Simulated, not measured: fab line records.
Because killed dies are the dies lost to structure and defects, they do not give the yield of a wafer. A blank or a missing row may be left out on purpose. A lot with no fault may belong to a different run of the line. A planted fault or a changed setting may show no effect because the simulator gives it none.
Comparing a struck lot with a sound one -- flow sky130 -- 14 out of 708 route steps
Sound: wafers L866.1, L866.2, L866.6. The struck wafers were L882.4, L882.5, L882.6. At the end, the cause is stated.
At each step with rows: each side's tool, then ch and its chambers, then its first start. Under that, the readings that differ: sound wafers -- struck wafers -- difference of the means -- sigmas: that difference in standard deviations of wafers without a fault.
alike: readings whose means differ by less than 2 such deviations, and words and numbers that are the same on both sides. not compared: withheld readings, readings that some wafer has no value for, bounds like >300 that may hide the same value, and numbers for which the record gives no deviation and whose values overlap.
A row with sigmas, a row that says differs or no value, or rows on one side alone: a step with any of these is where the two part. When numbers do not overlap yet have no deviation, they are printed without sigmas and do not part them. A reading missing from all wafers of one side parts the sides only when that side holds two or more wafers.

first, 2 steps without rows for these wafers: SKY_VT_ADJUST_PCH_PEB_05; SKY_VT_ADJUST_PCH_DEVELOP_06 (develop time 60 s).
SKY_VT_ADJUST_PCH_OVL_MEAS_07:
  sound on overlay-02 at day 11 19:52; struck on overlay-02 at day 17 14:44
reading,sound,struck,difference,sigmas
VT_ADJUST_PCH_OVL (nm),1.9 0.9 1.8,-2.5 -0.5 -1.5,-3.0,-2
then, 1 step without rows for these wafers: SKY_VT_ADJUST_PCH_IMPLANT_08.
SKY_VT_ADJUST_PCH_STRIP_09: strips in O2/N2.
  sound on plasma asher-04 ch 0,1, day 11 20:04; struck on plasma asher-02 ch 0,1, day 17 14:56
  alike: drypump motor current A, oes product au, strip time to endpoint s
  not compared: rf hours counter h
SKY_VT_ADJUST_PCH_TW_MEAS_10:
  sound on film metro-04 at day 11 20:10; struck on film metro-02 at day 17 15:02
reading,sound,struck,difference,sigmas
VT_ADJUST_PCH_TW,144.4 143.7 143.7,141.1 141.7 141.3,-2.6,-3
then, 6 steps without rows for these wafers: SKY_SONOS_TUNNEL_DEHYDRATE_00 (time 60 s); SKY_SONOS_TUNNEL_HMDS_01 (prime time 60 s); SKY_SONOS_TUNNEL_COAT_02 (resist thk 1140 nm); SKY_SONOS_TUNNEL_SOFTBAKE_03 (time 60 s); SKY_SONOS_TUNNEL_EXPOSE_04 (exposes mask TUNM, target cd 410 nm); SKY_SONOS_TUNNEL_PEB_05.
SKY_SONOS_TUNNEL_DEVELOP_06: develop time 60 s.
  struck on litho track-03, day 18 20:53; sound on litho track-03 ch 0, day 12 20:24
  no value came back on the struck wafers for chill plate temp C (C), develop time s (s), exhaust pa (Pa); on the sound wafers chill plate temp C (C) reads 23.00 22.84 22.94
SKY_SONOS_TUNNEL_CD_MEAS_07: target cd 410 nm.
  sound on cd sem-02 at day 12 20:33; struck on cd sem-02 at day 18 21:01
reading,sound,struck,difference,sigmas
cd nm (nm),409.3 411.1 408.6,- - -,no value on the struck wafers,

WHERE THEY PART
Last at SKY_SONOS_TUNNEL_CD_MEAS_07 as far as this record goes, first at SKY_VT_ADJUST_PCH_OVL_MEAS_07.

WHY: whatever the simulator had introduced
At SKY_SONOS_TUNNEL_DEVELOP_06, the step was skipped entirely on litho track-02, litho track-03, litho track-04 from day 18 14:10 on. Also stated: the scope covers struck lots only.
